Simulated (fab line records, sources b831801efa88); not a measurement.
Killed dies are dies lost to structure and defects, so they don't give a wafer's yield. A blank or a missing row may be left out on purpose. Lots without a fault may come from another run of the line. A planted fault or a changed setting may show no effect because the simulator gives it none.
Tool commonality check | flow sky130 | 11 lots, 33 wafers sampled

WHY IT WAS OPENED
At SKY_VIA3_CD_MEAS_12 the reading cd_nm is flagged on 2 of 11 lots. Wafers without a fault read 199.8 nm, standard deviation 1.3.
Rule: a lot is flagged when every wafer of it that has a number lies more than 4 standard deviations from that mean, or none has a number. The other lots count as sound.

lot  | measured     | on        | cd_nm (nm), wafer by wafer | flag
L632 | day 39 14:50 | cd_sem-01 | 197.3 198.3 197.7          |
L634 | day 40 02:07 | cd_sem-01 | 201.0 200.9 201.2          |
L637 | day 41 10:51 | cd_sem-02 | 198.8 199.2 198.4          |
L638 | day 41 15:08 | cd_sem-02 | 198.7 198.7 198.0          |
L639 | day 41 19:33 | cd_sem-01 | 198.5 199.5 198.7          |
L641 | day 42 11:20 | cd_sem-02 | 199.2 198.7 197.9          |
L650 | day 44 19:43 | cd_sem-01 | 183.6 184.1 189.6          | FLAGGED
L651 | day 44 23:57 | cd_sem-01 | 181.1 188.6 192.7          | FLAGGED
L653 | day 45 15:14 | cd_sem-01 | 199.1 200.4 200.0          |
L654 | day 45 20:44 | cd_sem-02 | 201.0 198.2 198.9          |
L655 | day 45 22:50 | cd_sem-01 | 201.1 202.5 201.5          |
The numbers of the flagged lots are 186.6 nm on average: -13.2 nm against the usual, or -10 standard deviations.

WHICH TOOL RAN EACH LOT
The record holds 2 process steps before the reading, out of a route of 708 steps. In each cell: the tool, then ch and the chambers that the sampled wafers went through, then the start.
lot  | flag    | SKY_VIA2_STRIP_16                    | SKY_VIA3_EXPOSE_09
L632 |         | plasma_asher-02 ch 0,1, day 36 06:10 | krf_scanner-01 ch 0, day 39 02:43
L634 |         | plasma_asher-01 ch 0,1, day 36 19:35 | krf_scanner-01 ch 0, day 39 14:07
L637 |         | plasma_asher-02 ch 0,1, day 38 05:11 | krf_scanner-02 ch 0, day 40 22:31
L638 |         | plasma_asher-02 ch 0, day 38 10:20   | krf_scanner-02 ch 0, day 41 03:23
L639 |         | plasma_asher-01 ch 0,1, day 38 15:14 | krf_scanner-02 ch 0, day 41 07:55
L641 |         | plasma_asher-03 ch 0,1, day 39 07:14 | krf_scanner-02 ch 0, day 41 23:59
L650 | FLAGGED | plasma_asher-02 ch 0,1, day 41 19:20 | krf_scanner-02 ch 0, day 44 08:55
L651 | FLAGGED | plasma_asher-03 ch 0,1, day 41 22:56 | krf_scanner-02 ch 0, day 44 13:15
L653 |         | plasma_asher-03 ch 0,1, day 42 17:11 | krf_scanner-01 ch 0, day 45 04:49
L654 |         | plasma_asher-03 ch 0, day 42 22:44   | krf_scanner-01 ch 0, day 45 10:16
L655 |         | plasma_asher-02 ch 0,1, day 43 01:11 | krf_scanner-01 ch 0, day 45 12:39
What these steps do:
- SKY_VIA2_STRIP_16: strips in O2/N2.
- SKY_VIA3_EXPOSE_09: exposes mask VIM3, target cd 200 nm.
- SKY_VIA3_CD_MEAS_12: target cd 200 nm.

FLAGGED OVER TOTAL, TOOL BY TOOL (the gauges that took the reading come last)
step                | tool            | lots run | flagged | share of the flagged lots | sound lots run after its first flagged lot
SKY_VIA2_STRIP_16   | plasma_asher-01 | 2        | 0       | none                      | -
SKY_VIA2_STRIP_16   | plasma_asher-02 | 5        | 1       | some                      | 1 (L655)
SKY_VIA2_STRIP_16   | plasma_asher-03 | 4        | 1       | some                      | 2 (L653,L654)
SKY_VIA3_EXPOSE_09  | krf_scanner-01  | 5        | 0       | none                      | -
SKY_VIA3_EXPOSE_09  | krf_scanner-02  | 6        | 2       | all                       | 0
SKY_VIA3_CD_MEAS_12 | cd_sem-01       | 7        | 2       | all                       | 2 (L653,L655)
SKY_VIA3_CD_MEAS_12 | cd_sem-02       | 4        | 0       | none                      | -

WHAT THE TABLE ALLOWS
2 rows of the table ran every flagged lot: krf_scanner-02 at SKY_VIA3_EXPOSE_09, cd_sem-01 at SKY_VIA3_CD_MEAS_12.
- krf_scanner-02 at SKY_VIA3_EXPOSE_09: 2 of its 6 lots flagged. Its last sound lot is L641 (day 41 23:59), its first flagged lot L650 (day 44 08:55): a fault that began between those two fits.
- cd_sem-01 at SKY_VIA3_CD_MEAS_12: 2 of its 7 lots flagged. Sound lots ran on it after the first flagged one (L653, L655), which a lasting fault on the whole tool wouldn't allow.
One tool is left: krf_scanner-02 at SKY_VIA3_EXPOSE_09.

WHAT THE SIMULATOR HAD PUT IN
Process parameter drift: krf_scanner-02, from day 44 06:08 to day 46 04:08, at SKY_VIA3_EXPOSE_09. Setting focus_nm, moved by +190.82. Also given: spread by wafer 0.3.
Lots struck among those shown: L650, L651. The rule above found the same.
